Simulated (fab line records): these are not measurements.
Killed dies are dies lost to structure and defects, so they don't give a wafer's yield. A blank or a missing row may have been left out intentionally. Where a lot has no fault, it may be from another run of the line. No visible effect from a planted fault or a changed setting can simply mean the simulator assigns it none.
What tool caused it? || flow sky130 || Sampling: 9 lots, 27 wafers, 5 of 708 route steps

## WHAT THE GAUGES SHOWED, per wafer
SKY_VIA3_BOW_MEAS_03. Usual: VIA3_BOW typically reads 79 um, with standard deviation 7.3.
{"lot": "L436", "measured": "day 39 03:47", "on": "film metro-02", "VIA3_BOW (um)": "71 78 74", "flag": ""}
{"lot": "L437", "measured": "day 39 08:31", "on": "film metro-01", "VIA3_BOW (um)": "78 89 82", "flag": ""}
{"lot": "L439", "measured": "day 39 16:40", "on": "film metro-03", "VIA3_BOW (um)": "82 81 84", "flag": ""}
{"lot": "L441", "measured": "day 40 14:04", "on": "film metro-02", "VIA3_BOW (um)": "85 80 74", "flag": ""}
{"lot": "L442", "measured": "day 40 14:30", "on": "film metro-02", "VIA3_BOW (um)": "77 71 74", "flag": ""}
{"lot": "L444", "measured": "day 41 06:08", "on": "film metro-02", "VIA3_BOW (um)": "85 87 75", "flag": ""}
{"lot": "L448", "measured": "day 42 16:28", "on": "film metro-02", "VIA3_BOW (um)": "60 80 89", "flag": ""}
{"lot": "L454", "measured": "day 44 15:01", "on": "film metro-02", "VIA3_BOW (um)": "81 68 79", "flag": ""}
{"lot": "L455", "measured": "day 44 15:25", "on": "film metro-02", "VIA3_BOW (um)": "74 69 70", "flag": ""}

SKY_METAL5_RS_MEAS_05: measures by four-point-probe. Usual: METAL5_ALCU_RS typically reads 0.0272 ohm/sq, with standard deviation 0.00032.
{"lot": "L436", "measured": "day 43 08:56", "on": "film metro-03", "METAL5_ALCU_RS (ohm/sq)": "0.0271 0.0269 0.0268", "flag": ""}
{"lot": "L437", "measured": "day 43 13:23", "on": "film metro-03", "METAL5_ALCU_RS (ohm/sq)": "0.0270 0.0267 0.0270", "flag": ""}
{"lot": "L439", "measured": "day 43 21:02", "on": "film metro-04", "METAL5_ALCU_RS (ohm/sq)": "0.0316 0.0317 0.0322", "flag": "OFF"}
{"lot": "L441", "measured": "day 44 17:01", "on": "film metro-04", "METAL5_ALCU_RS (ohm/sq)": "0.0326 0.0320 0.0325", "flag": "OFF"}
{"lot": "L442", "measured": "day 44 18:17", "on": "film metro-04", "METAL5_ALCU_RS (ohm/sq)": "0.0321 0.0320 0.0323", "flag": "OFF"}
{"lot": "L444", "measured": "day 45 05:08", "on": "film metro-02", "METAL5_ALCU_RS (ohm/sq)": "0.0268 0.0269 0.0273", "flag": ""}
{"lot": "L448", "measured": "day 46 13:26", "on": "film metro-04", "METAL5_ALCU_RS (ohm/sq)": "0.0274 0.0268 0.0273", "flag": ""}
{"lot": "L454", "measured": "day 48 05:21", "on": "film metro-03", "METAL5_ALCU_RS (ohm/sq)": "0.0275 0.0275 0.0276", "flag": ""}
{"lot": "L455", "measured": "day 48 07:33", "on": "film metro-03", "METAL5_ALCU_RS (ohm/sq)": "0.0276 0.0272 0.0275", "flag": ""}

SKY_METAL5_THK_MEAS_06: measures by xrf. Usual: METAL5_ALCU_THK typically reads 1159 nm, with standard deviation 15.
{"lot": "L436", "measured": "day 43 09:04", "on": "film metro-03", "METAL5_ALCU_THK (nm)": "1170 1169 1179", "flag": ""}
{"lot": "L437", "measured": "day 43 13:30", "on": "film metro-03", "METAL5_ALCU_THK (nm)": "1169 1188 1166", "flag": ""}
{"lot": "L439", "measured": "day 43 21:09", "on": "film metro-04", "METAL5_ALCU_THK (nm)": "996 985 981", "flag": "OFF"}
{"lot": "L441", "measured": "day 44 17:07", "on": "film metro-04", "METAL5_ALCU_THK (nm)": "974 986 975", "flag": "OFF"}
{"lot": "L442", "measured": "day 44 18:24", "on": "film metro-04", "METAL5_ALCU_THK (nm)": "982 988 978", "flag": "OFF"}
{"lot": "L444", "measured": "day 45 05:15", "on": "film metro-02", "METAL5_ALCU_THK (nm)": "1183 1192 1173", "flag": ""}
{"lot": "L448", "measured": "day 46 13:33", "on": "film metro-04", "METAL5_ALCU_THK (nm)": "1145 1160 1143", "flag": ""}
{"lot": "L454", "measured": "day 48 05:28", "on": "film metro-03", "METAL5_ALCU_THK (nm)": "1146 1154 1151", "flag": ""}
{"lot": "L455", "measured": "day 48 07:39", "on": "film metro-03", "METAL5_ALCU_THK (nm)": "1139 1169 1151", "flag": ""}

## WHAT TOOL EACH LOT RAN ON (gives the tool, then ch and the chambers of the sampled wafers, and finally the start)
{"lot": "L436", "SKY_METAL3_STRIP_19": "plasma asher-03 ch 0, day 39 02:40", "SKY_METAL5_SPUTTER_02": "pvd sputter-03, day 43 08:49"}
{"lot": "L437", "SKY_METAL3_STRIP_19": "plasma asher-04 ch 0,1, day 39 07:20", "SKY_METAL5_SPUTTER_02": "pvd sputter-03, day 43 13:15"}
{"lot": "L439", "SKY_METAL3_STRIP_19": "plasma asher-03 ch 0,1, day 39 15:30", "SKY_METAL5_SPUTTER_02": "pvd sputter-03, day 43 20:55"}
{"lot": "L441", "SKY_METAL3_STRIP_19": "plasma asher-02 ch 0,1, day 40 12:56", "SKY_METAL5_SPUTTER_02": "pvd sputter-03, day 44 16:52"}
{"lot": "L442", "SKY_METAL3_STRIP_19": "plasma asher-02 ch 0,1, day 40 13:23", "SKY_METAL5_SPUTTER_02": "pvd sputter-03, day 44 18:10"}
{"lot": "L444", "SKY_METAL3_STRIP_19": "plasma asher-02 ch 0,1, day 41 04:55", "SKY_METAL5_SPUTTER_02": "pvd sputter-02, day 45 05:01"}
{"lot": "L448", "SKY_METAL3_STRIP_19": "plasma asher-02 ch 0,1, day 42 15:18", "SKY_METAL5_SPUTTER_02": "pvd sputter-04, day 46 13:19"}
{"lot": "L454", "SKY_METAL3_STRIP_19": "plasma asher-03 ch 0,1, day 44 13:54", "SKY_METAL5_SPUTTER_02": "pvd sputter-04, day 48 05:14"}
{"lot": "L455", "SKY_METAL3_STRIP_19": "plasma asher-02 ch 0,1, day 44 14:17", "SKY_METAL5_SPUTTER_02": "pvd sputter-03, day 48 07:23"}
- SKY_METAL3_STRIP_19: strips in O2/N2.
- SKY_METAL5_SPUTTER_02: material AlCu, target thk 1150 nm, time 61.2 s.

## AS READ BY THE TOOLS THEMSELVES (means over the sampled wafers that have a number; for cases with no such wafer, the mark the record gives instead)
SKY_METAL3_STRIP_19. Usual: drypump motor current A 6.0 A, standard deviation 0.52; oes product au 0.505 a.u., standard deviation 0.0063; strip time to endpoint s 6.61 s, standard deviation 0.082.
{"lot": "L436", "tool": "plasma asher-03", "drypump motor current A (A)": 5.8, "oes product au (a.u.)": 0.511, "strip time to endpoint s (s)": 6.69, "flag": ""}
{"lot": "L437", "tool": "plasma asher-04", "drypump motor current A (A)": 6.1, "oes product au (a.u.)": 0.504, "strip time to endpoint s (s)": 6.62, "flag": ""}
{"lot": "L439", "tool": "plasma asher-03", "drypump motor current A (A)": 5.7, "oes product au (a.u.)": 0.499, "strip time to endpoint s (s)": 6.56, "flag": ""}
{"lot": "L441", "tool": "plasma asher-02", "drypump motor current A (A)": 5.9, "oes product au (a.u.)": 0.506, "strip time to endpoint s (s)": 6.62, "flag": ""}
{"lot": "L442", "tool": "plasma asher-02", "drypump motor current A (A)": 5.9, "oes product au (a.u.)": 0.502, "strip time to endpoint s (s)": 6.57, "flag": ""}
{"lot": "L444", "tool": "plasma asher-02", "drypump motor current A (A)": 5.9, "oes product au (a.u.)": 0.503, "strip time to endpoint s (s)": 6.53, "flag": ""}
{"lot": "L448", "tool": "plasma asher-02", "drypump motor current A (A)": 5.9, "oes product au (a.u.)": 0.513, "strip time to endpoint s (s)": 6.76, "flag": ""}
{"lot": "L454", "tool": "plasma asher-03", "drypump motor current A (A)": 5.7, "oes product au (a.u.)": 0.508, "strip time to endpoint s (s)": 6.64, "flag": ""}
{"lot": "L455", "tool": "plasma asher-02", "drypump motor current A (A)": 6.0, "oes product au (a.u.)": 0.508, "strip time to endpoint s (s)": 6.61, "flag": ""}

SKY_METAL5_SPUTTER_02. Usual: chamber pressure pa 0.4001 Pa, standard deviation 0.00081; throttle valve pct 30.2 %, standard deviation 1.1.
{"lot": "L436", "tool": "pvd sputter-03", "chamber pressure pa (Pa)": 0.3997, "throttle valve pct (%)": 31.2, "flag": ""}
{"lot": "L437", "tool": "pvd sputter-03", "chamber pressure pa (Pa)": 0.3996, "throttle valve pct (%)": 30.3, "flag": ""}
{"lot": "L439", "tool": "pvd sputter-03", "chamber pressure pa (Pa)": 0.6937, "throttle valve pct (%)": 22.8, "flag": "OFF"}
{"lot": "L441", "tool": "pvd sputter-03", "chamber pressure pa (Pa)": 0.6926, "throttle valve pct (%)": 23.8, "flag": "OFF"}
{"lot": "L442", "tool": "pvd sputter-03", "chamber pressure pa (Pa)": 0.6932, "throttle valve pct (%)": 23.7, "flag": "OFF"}
{"lot": "L444", "tool": "pvd sputter-02", "chamber pressure pa (Pa)": 0.3999, "throttle valve pct (%)": 30.2, "flag": ""}
{"lot": "L448", "tool": "pvd sputter-04", "chamber pressure pa (Pa)": 0.4008, "throttle valve pct (%)": 29.2, "flag": ""}
{"lot": "L454", "tool": "pvd sputter-04", "chamber pressure pa (Pa)": 0.4002, "throttle valve pct (%)": 29.9, "flag": ""}
{"lot": "L455", "tool": "pvd sputter-03", "chamber pressure pa (Pa)": 0.4003, "throttle valve pct (%)": 30.9, "flag": ""}

## THE ANSWER, worked out from the rows above alone
Rule: lot off if the mean of its wafers having a number is beyond 3 standard deviations from the usual mean. A lot without any number at a reading at which 4 lots or more have one is off too. Any other lot the step has rows for is counted as sound. First the gauges in route order, then the tools' own readings, where a lot's mean is used as printed above. The first step at which some lot is off is used, and at that step the reading that is off furthest; a lot without a number counts as furthest.
Off: at SKY_METAL5_RS_MEAS_05 (METAL5_ALCU_RS), L439, L441, L442.
If a tool, at a process step before that reading, ran all the lots that are off and no sound lot after the first of them, it fits. Not tried: the gauges at SKY_METAL5_RS_MEAS_05; whatever is off there is also off at SKY_METAL5_SPUTTER_02, on other tools, and gauge error can't account for it. None of those tried fits.

## WHAT WAS PUT IN BY THE SIMULATOR
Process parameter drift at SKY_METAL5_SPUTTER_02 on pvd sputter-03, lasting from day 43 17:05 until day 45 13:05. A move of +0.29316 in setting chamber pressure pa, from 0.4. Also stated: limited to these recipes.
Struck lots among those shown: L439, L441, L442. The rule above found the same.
